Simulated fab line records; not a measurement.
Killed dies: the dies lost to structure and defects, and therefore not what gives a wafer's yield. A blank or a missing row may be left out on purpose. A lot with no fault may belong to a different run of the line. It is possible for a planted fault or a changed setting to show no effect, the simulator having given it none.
Which tool was responsible? -- flow sky130 -- 33 wafers from 11 lots sampled at 6 of the route's 708 steps

WHAT EACH GAUGE READ, for each wafer
SKY_FIELD_ISO_THK_MEAS_23. Usual: FIELD_ISO_OXIDATION_01_THK typically reads 9.88 nm, with standard deviation 0.19.
lot,measured,on,FIELD_ISO_OXIDATION_01_THK (nm),flag
L617,day 3 03:20,film_metro-02,9.91 9.90 9.95,
L620,day 3 20:59,film_metro-04,10.21 10.10 10.07,
L622,day 4 10:50,film_metro-02,10.10 10.13 9.97,
L624,day 4 17:24,film_metro-02,9.95 9.98 9.97,
L628,day 5 21:11,film_metro-01,9.62 9.65 9.70,
L631,day 6 04:52,film_metro-01,9.58 9.62 9.50,
L630,day 6 05:11,film_metro-01,9.95 9.98 9.75,
L632,day 6 14:32,film_metro-04,9.82 9.90 9.74,
L633,day 6 17:24,film_metro-02,9.66 9.68 9.58,
L634,day 6 21:23,film_metro-01,9.63 9.74 9.73,
L635,day 7 01:34,film_metro-04,10.03 9.92 9.85,

SKY_PWDE_OVL_MEAS_07. Usual: PWDE_OVL typically reads 0.5 nm, with standard deviation 1.3.
lot,measured,on,PWDE_OVL (nm),flag
L617,day 4 18:04,overlay-01,2.2 1.7 0.5,
L620,day 5 14:13,overlay-02,- - -,OFF
L622,day 6 16:40,overlay-02,0.0 -1.2 0.1,
L624,day 6 17:55,overlay-01,-0.2 0.2 -0.3,
L628,day 7 18:13,overlay-01,-0.1 0.8 0.4,
L631,day 8 00:19,overlay-01,-1.2 2.1 0.6,
L630,day 8 01:55,overlay-01,-1.0 0.1 -0.6,
L632,day 8 11:28,overlay-01,1.3 0.3 1.5,
L633,day 8 16:19,overlay-01,-0.9 -0.8 -0.2,
L634,day 8 23:36,overlay-02,-0.3 1.8 1.0,
L635,day 9 02:34,overlay-01,0.3 0.8 -0.2,

SKY_PWDE_TW_MEAS_10. Usual: PWDE_TW typically reads 375.5, with standard deviation 2.4.
lot,measured,on,PWDE_TW,flag
L617,day 4 18:20,film_metro-01,376.1 378.4 375.5,
L620,day 5 14:30,film_metro-03,30.6 30.6 30.6,OFF
L622,day 6 16:58,film_metro-01,373.4 376.2 373.1,
L624,day 6 18:12,film_metro-01,376.4 375.0 375.0,
L628,day 7 18:29,film_metro-01,375.5 375.0 375.9,
L631,day 8 00:37,film_metro-01,376.7 374.9 375.8,
L630,day 8 02:12,film_metro-01,373.0 375.8 374.2,
L632,day 8 11:44,film_metro-03,381.8 381.0 380.4,
L633,day 8 16:35,film_metro-01,372.1 373.0 373.8,
L634,day 8 23:53,film_metro-01,375.8 376.3 373.0,
L635,day 9 02:50,film_metro-01,375.9 376.6 376.3,

EACH LOT AND THE TOOL THAT RAN IT (in order: tool; ch and the chambers of the sampled wafers; start)
lot,SKY_FIELD_ISO_STRIP_16,SKY_PWDE_EXPOSE_04,SKY_PWDE_STRIP_09
L617,"plasma_asher-04 ch 0,1, day 3 01:13","iline_stepper-02 ch 0, day 4 10:19","plasma_asher-02 ch 0,1, day 4 18:14"
L620,"plasma_asher-04 ch 0,1, day 3 18:02","iline_stepper-01 ch 0, day 5 05:45","plasma_asher-02 ch 0,1, day 5 14:23"
L622,"plasma_asher-02 ch 0,1, day 4 04:02","iline_stepper-01 ch 0, day 6 07:44","plasma_asher-02 ch 0,1, day 6 16:52"
L624,"plasma_asher-02 ch 0, day 4 15:29","iline_stepper-01 ch 0, day 6 08:53","plasma_asher-01 ch 0,1, day 6 18:05"
L628,"plasma_asher-04 ch 0,1, day 5 18:14","iline_stepper-02 ch 0, day 7 08:22","plasma_asher-03 ch 0,1, day 7 18:23"
L631,"plasma_asher-01 ch 0,1, day 6 03:16","iline_stepper-02 ch 0, day 7 14:42","plasma_asher-01 ch 0,1, day 8 00:32"
L630,"plasma_asher-02 ch 0,1, day 6 03:35","iline_stepper-02 ch 0, day 7 15:21","plasma_asher-01 ch 0,1, day 8 02:06"
L632,"plasma_asher-02 ch 0,1, day 6 12:55","iline_stepper-01 ch 0, day 8 01:32","plasma_asher-01 ch 0,1, day 8 11:38"
L633,"plasma_asher-01 ch 0,1, day 6 15:19","iline_stepper-02 ch 0, day 8 05:43","plasma_asher-03 ch 0,1, day 8 16:29"
L634,"plasma_asher-02 ch 0,1, day 6 17:53","iline_stepper-01 ch 0, day 8 14:10","plasma_asher-01 ch 0,1, day 8 23:47"
L635,"plasma_asher-02 ch 1, day 6 23:38","iline_stepper-02 ch 0, day 8 16:56","plasma_asher-01 ch 0,1, day 9 02:44"
- SKY_FIELD_ISO_STRIP_16: strips in O2/N2.
- SKY_PWDE_EXPOSE_04: exposes mask PWDEM, target cd 840 nm.
- SKY_PWDE_STRIP_09: strips in O2/N2.

AS READ BY THE TOOLS THEMSELVES (means over the sampled wafers that have a number; for cases with no such wafer, the mark the record gives instead)
SKY_FIELD_ISO_STRIP_16. Usual: chamber_pressure_mTorr 1499.7 mTorr, standard deviation 1.3; drypump_motor_current_A 5.4 A, standard deviation 0.41; oes_product_au 0.377 a.u., standard deviation 0.0044; strip_time_to_endpoint_s 3.53 s, standard deviation 0.04.
lot,tool,chamber_pressure_mTorr (mTorr),drypump_motor_current_A (A),oes_product_au (a.u.),strip_time_to_endpoint_s (s),flag
L617,plasma_asher-04,1499.7,5.8,0.376,3.50,
L620,plasma_asher-04,1499.6,5.9,0.375,3.54,
L622,plasma_asher-02,1498.4,5.0,0.377,3.59,
L624,plasma_asher-02,1500.4,5.7,0.376,3.51,
L628,plasma_asher-04,1499.7,5.8,0.379,3.49,
L631,plasma_asher-01,1499.3,5.4,0.377,3.53,
L630,plasma_asher-02,1500.8,5.4,0.378,3.52,
L632,plasma_asher-02,1500.2,5.0,0.377,3.54,
L633,plasma_asher-01,1500.9,5.3,0.378,3.57,
L634,plasma_asher-02,1500.0,5.4,0.380,3.58,
L635,plasma_asher-02,1498.3,4.7,0.380,3.56,

SKY_PWDE_STRIP_09. Usual: chamber_pressure_mTorr 1500.1 mTorr, standard deviation 1.4; drypump_motor_current_A 5.5 A, standard deviation 0.43; oes_product_au 0.723 a.u., standard deviation 0.0046; strip_time_to_endpoint_s 36.91 s, standard deviation 0.1.
lot,tool,chamber_pressure_mTorr (mTorr),drypump_motor_current_A (A),oes_product_au (a.u.),strip_time_to_endpoint_s (s),flag
L617,plasma_asher-02,1500.7,5.0,0.723,36.90,
L620,plasma_asher-02,1500.5,5.0,0.722,37.03,
L622,plasma_asher-02,1501.1,5.0,0.725,36.82,
L624,plasma_asher-01,1500.8,5.3,0.718,36.84,
L628,plasma_asher-03,1500.0,6.1,0.723,36.95,
L631,plasma_asher-01,1500.6,5.4,0.726,37.11,
L630,plasma_asher-01,1498.6,5.4,0.722,36.93,
L632,plasma_asher-01,1501.5,5.3,0.721,36.94,
L633,plasma_asher-03,1501.5,6.0,0.724,36.88,
L634,plasma_asher-01,1501.0,5.3,0.723,36.87,
L635,plasma_asher-01,1500.8,5.4,0.724,36.89,

THE ANSWER, worked out from the rows above alone
Rule: lot off if the mean of its wafers having a number is beyond 3 standard deviations from the usual mean. Also off: a lot with no number at a reading for which 4 or more lots have one. Where the step has rows for the other lots, those lots are counted as sound. After the gauges, taken in route order, come the tools' own readings; for these a lot's mean is taken, as printed above. The first step at which some lot is off is used, and at that step the reading that is off furthest; a lot without a number counts as furthest.
Off: L620, at SKY_PWDE_OVL_MEAS_07 (PWDE_OVL). Without a number there: L620.
A tool fits if, at a process step before that reading, it ran every lot that is off, and no sound lot after the first of them. Not tried: the gauges at SKY_PWDE_OVL_MEAS_07; whatever is off there is also off at SKY_PWDE_TW_MEAS_10, on other tools, and gauge error can't account for it. Of those tried, none fits.

WHAT THE SIMULATOR HAD PUT IN
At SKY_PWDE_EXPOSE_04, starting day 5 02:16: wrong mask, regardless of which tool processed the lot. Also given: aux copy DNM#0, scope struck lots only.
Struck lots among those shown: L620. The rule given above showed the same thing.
